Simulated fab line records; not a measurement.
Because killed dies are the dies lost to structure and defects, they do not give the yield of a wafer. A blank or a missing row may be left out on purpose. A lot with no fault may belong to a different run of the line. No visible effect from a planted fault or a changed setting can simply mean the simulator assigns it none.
Matching of chambers -- flow gf180mcu -- 3 sister chambers for GF_V5_CVD_02 on pecvd-02
The step deposits SiO2 from TEOS, target thk 1450 nm, time 163.28 s. 14 wafers are shown with their chamber, then 7 later ones without.

## EACH WAFER AND ITS CHAMBER
wafer,chamber,heater-power-w (W)
L440.2,0,530
L440.4,0,621
L440.6,1,821
L444.2,0,614
L444.3,2,782
L444.5,1,824
L454.1,0,550
L454.3,1,825
L454.4,2,767
L457.2,0,583
L457.4,2,590
L457.6,1,845
L458.4,0,636
L458.5,2,715

SIGNATURES, as means of the wafers listed above
reading,chamber 0,chamber 1,chamber 2,scatter within a chamber
heater-power-w,589.00,828.75,713.50,54
Rule: distance of a wafer from a chamber = root of the sum over the readings of ((wafer's reading minus chamber's mean) / reading's scatter) squared. If the next closest chamber is less than 2 further off than the closest, the wafer can't be placed; otherwise it belongs to the closest. The scatter: take each reading less its chamber's mean, square it, sum over the shown wafers, divide by the number of wafers less the number of chambers, and take the root.

## WAFERS WITH NO CHAMBER GIVEN
wafer,heater-power-w (W)
L458.6,834
L460.1,515
L460.3,784
L460.5,833
L462.3,875
L462.5,607
L462.6,698

## CHAMBER TAKEN BY EACH
wafer,from the rows above,in truth
L458.6,1,1
L460.1,0,0
L460.3,can't be placed: 1 or 2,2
L460.5,1,1
L462.3,1,1
L462.5,can't be placed: 0 or 2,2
L462.6,can't be placed: 2 or 0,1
Placed correctly: 4 of 7. From these rows, 3 cannot be placed; in 2 the true chamber is one of the candidates. Placed wrongly: 0.
